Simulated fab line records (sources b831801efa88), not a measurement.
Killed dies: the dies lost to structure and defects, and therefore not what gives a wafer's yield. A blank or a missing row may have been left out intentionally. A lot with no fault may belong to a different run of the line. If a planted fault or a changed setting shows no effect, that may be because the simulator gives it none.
Comparing a struck lot with a sound one / flow sky130 / 17 steps out of a route of 708
Sound: these wafers, L383.2, L383.4, L383.6. Wafers struck: L391.1, L391.5, L391.6. The cause comes at the end.
For every step that has rows: the tool of each side, followed by ch and its chambers, followed by its first start. Under that, the readings that differ: sound wafers / struck wafers / difference of the means / sigmas: that difference in standard deviations of wafers without a fault.
alike: readings with means less than 2 such deviations apart, plus words and numbers identical on both sides. not compared: withheld readings, readings lacking a value on some wafer, bounds such as >300 that could conceal the same value, and numbers that have no deviation in the record and whose values overlap.
The two part at a step that has a row with sigmas, a row that says differs or no value, or rows on one side only. Non-overlapping numbers with no deviation appear without sigmas and do not part them. A reading that every wafer of one side lacks parts them only if that side has two wafers or more.

first, 3 steps without rows for these wafers: SKY_VIA2_EXPOSE_09 (exposes mask VIM2, target cd 200 nm); SKY_VIA2_PEB_10; SKY_VIA2_DEVELOP_11 (develop time 60 s).
SKY_VIA2_CD_MEAS_12: the cd target is 200 nm.
  struck on cd sem-01, day 41 04:15; sound on cd sem-02, day 39 16:31
  alike: cd nm
SKY_VIA2_OVL_MEAS_13:
  struck on overlay-02, day 41 04:22; sound on overlay-01, day 39 16:38
  alike: VIA2_OVL
SKY_VIA2_ETCH_14: etches BARC in N2/H2, stops on SiO2, time 45.9 s, target depth 60 nm.
  sound on rie diel-02 ch 1,2,3, day 39 16:40; struck on rie diel-03 ch 1,2,3, day 41 04:25
  alike: drypump motor current A, oes product au, rf fwd power W, throttle valve pct
  not compared: rf hours counter h
SKY_VIA2_ETCH_15: etches SiO2 in C4F8/O2/Ar, stops on TiN, target depth 546 nm, time 84 s.
  sound on rie diel-02 ch 1,2,3, day 39 16:42; struck on rie diel-03 ch 1,2,3, day 41 04:27
  alike: oes product au, rf fwd power W
  not compared: rf hours counter h
SKY_VIA2_STRIP_16: strips in O2/N2.
  sound on plasma asher-03 ch 0,1, day 39 16:46; struck on plasma asher-04 ch 0,1, day 41 04:31
  alike: drypump motor current A, oes product au, strip time to endpoint s
  not compared: rf hours counter h
then, 3 steps without rows for these wafers: SKY_VIA2_STRIP_17 (strips in post etch residue remover, time 1200 s); SKY_VIA2_CLEAN_18 (cleans in IPA, time 180 s); SKY_VIA2_CLEAN_19 (cleans in O3/DIW).
SKY_VIA2_SPUTTER_20: material TiN, target thk 20 nm, time 80 s.
  struck on pvd sputter-02, day 41 05:06; sound on pvd sputter-03, day 39 17:24
  alike: throttle valve pct
SKY_VIA2_CVD_21: deposits W, target thk 420 nm, time 126.4 s.
  sound on cvd w-01 ch 0, day 39 17:28; struck on cvd w-01 ch 0,1, day 41 05:10
  alike: heater power outer w, heater power w
SKY_VIA2_RS_MEAS_22: a four-point-probe measurement.
  struck on film metro-01, day 41 05:18; sound on film metro-03, day 39 17:37
reading=VIA2_W_RS (ohm/sq); sound=0.272 0.277 0.271; struck=0.312 0.311 0.313; difference=+0.039; sigmas=+13
SKY_VIA2_THK_MEAS_23: measures by xrf.
  struck on film metro-01, day 41 05:25; sound on film metro-03, day 39 17:44
reading=VIA2_W_THK (nm); sound=432 422 430; struck=387 387 384; difference=-42; sigmas=-6
SKY_VIA2_CMP_24: polishes, stops on SiO2, t overpolish 20 s, target thk 0 nm.
  sound on cmp-01 ch 1,3, day 39 18:29; struck on cmp-01 ch 0,2,3, day 41 05:35
reading=overpolish run s (s); sound=20.001 20.009 19.997; struck=19.979 19.990 19.982; difference=-0.019; sigmas=-2
  alike: head pressure psi, motor current A, time to endpoint s
after that, 1 step had no rows for these wafers: SKY_PAD_OPEN_PROBE_99.

WHERE THEY PART
Earliest at SKY_VIA2_RS_MEAS_22; latest, in this record, at SKY_VIA2_CMP_24.

WHY: whatever the simulator had introduced
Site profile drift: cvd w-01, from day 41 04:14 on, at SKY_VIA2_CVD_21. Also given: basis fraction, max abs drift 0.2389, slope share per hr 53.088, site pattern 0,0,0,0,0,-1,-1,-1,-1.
